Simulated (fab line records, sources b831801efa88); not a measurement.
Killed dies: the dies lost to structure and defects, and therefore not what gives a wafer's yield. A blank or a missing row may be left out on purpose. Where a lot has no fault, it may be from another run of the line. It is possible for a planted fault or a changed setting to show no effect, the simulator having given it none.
2 desks, one fault ; flow sky130 ; every desk sees just its own numbers, and what lay behind them comes last

## AT THE TOOL OWNER'S DESK: rieMetal-04
The tool's own readings at SKY_METAL3_ETCH_16 (etches BARC in N2/H2, stops on SiO2, time 88.2 s, target depth 60 nm): means of the sampled wafers that have a number, for each lot that ran on this tool. Any lot whose mean is over 4 standard deviations away from the usual mean is out of limits and marked OUT; that distance is given in the brackets.
Columns: A = drypumpMotorCurrentA at SKY_METAL3_ETCH_16, usual 6.0 A; B = h2FlowSccm at SKY_METAL3_ETCH_16, usual 199.9 sccm; C = oesProductAu at SKY_METAL3_ETCH_16, usual 0.625 a.u.; D = runLengthS at SKY_METAL3_ETCH_16, usual 116.3 s; E = throttleValvePct at SKY_METAL3_ETCH_16, usual 13.204 %
lot;first seen here;A;B;C;D;E
L609;day 39 05:22;6.2;199.8;0.627;116.2;13.208
L617;day 41 10:55;6.0;199.4;0.617;119.8 (+8.6) OUT;13.207
L620;day 42 08:41;6.2;200.0;0.612;121.2 (+12) OUT;13.201
L630;day 44 16:18;6.3;199.8;0.624;116.4;13.206
This desk finds L617, L620 out of limits, L617 being first, at day 41 10:55 (runLengthS at SKY_METAL3_ETCH_16). L609, L630 stayed within limits.

## METROLOGY DESK
Means of the sampled wafers that have a number, per lot and without regard to the tool the lot ran on: this is what the gauges read. Any lot whose mean is over 4 standard deviations away from the usual mean is out of limits and marked OUT; that distance is given in the brackets.
Columns: A = cdNm at SKY_METAL3_CD_MEAS_13, usual 299.8 nm; B = METAL3_OVL at SKY_METAL3_OVL_MEAS_14, usual 1 nm
lot;first seen here;A;B
L607;day 38 11:52;299.9;-2
L609;day 39 05:11;298.8;-4
L617;day 41 10:45;299.1;-2
L620;day 42 08:29;297.6;1
L628;day 44 04:57;302.9;5
L630;day 44 16:07;303.0;1
This desk found nothing out of limits on any of the 6 lots.

## TAKEN TOGETHER
On L617, L620, at day 41 10:55, an alarm was possible from the tool owner's desk.
Nothing out of limits was seen by the metrology desk.
The metrology desk has L617, L620 on record, within its limits.
Of the lots named, all ran SKY_METAL3_ETCH_16 on rieMetal-04.

## WHAT THE SIMULATOR HAD PUT IN
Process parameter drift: rieMetal-04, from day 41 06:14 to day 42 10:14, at SKY_METAL3_ETCH_16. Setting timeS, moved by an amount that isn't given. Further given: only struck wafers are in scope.
Lots struck among those shown: L617, L620.
Delay in hours, fault start to first out-of-limits reading, by desk: the tool owner's desk at 5.
